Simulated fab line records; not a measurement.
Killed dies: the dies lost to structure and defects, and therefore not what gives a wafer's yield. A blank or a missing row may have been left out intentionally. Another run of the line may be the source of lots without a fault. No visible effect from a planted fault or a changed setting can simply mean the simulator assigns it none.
Matching of chambers -- flow sfq-line -- 4 sister chambers for SFQ_TRILAYER_I4_VIA_ETCH_VIA_ETCH_106 on rie-diel-03
The step etches SiO2 in CHF3, stops on Nb, target depth 260 nm. 4 wafers are shown with their chamber, then 7 later ones without.

== WAFERS PAIRED WITH THEIR CHAMBERS ==
wafer,chamber,drypump-motor-current-A (A)
L689.6,2,5.7
L692.6,0,5.3
L699.1,3,5.2
L699.4,1,6.7

== WAFERS WITHOUT THEIR CHAMBER ==
wafer,drypump-motor-current-A (A)
L699.6,5.7
L702.2,5.7
L702.4,5.2
L702.6,5.7
L703.1,6.8
L703.3,5.2
L703.5,5.2

== WHICH CHAMBER EACH WENT THROUGH ==
wafer,from the rows above,in truth
L699.6,2,2
L702.2,2,2
L702.4,3,3
L702.6,2,2
L703.1,1,1
L703.3,3,3
L703.5,3,3
Placed correctly: 7 of 7. Left unplaced by these rows: 0. Wrongly placed: 0.
How it was worked out, from the rows above alone: a wafer's distance from a chamber is the root of the sum, over the readings, of the square of ((its reading less the chamber's mean) divided by the reading's scatter). If the next closest chamber is less than 2 further off than the closest, the wafer can't be placed; otherwise it belongs to the closest. Each chamber's mean is taken over the wafers shown for it. The scatter: root of mean squared gap, hidden wafer to nearest shown wafer, with one shown wafer a chamber.
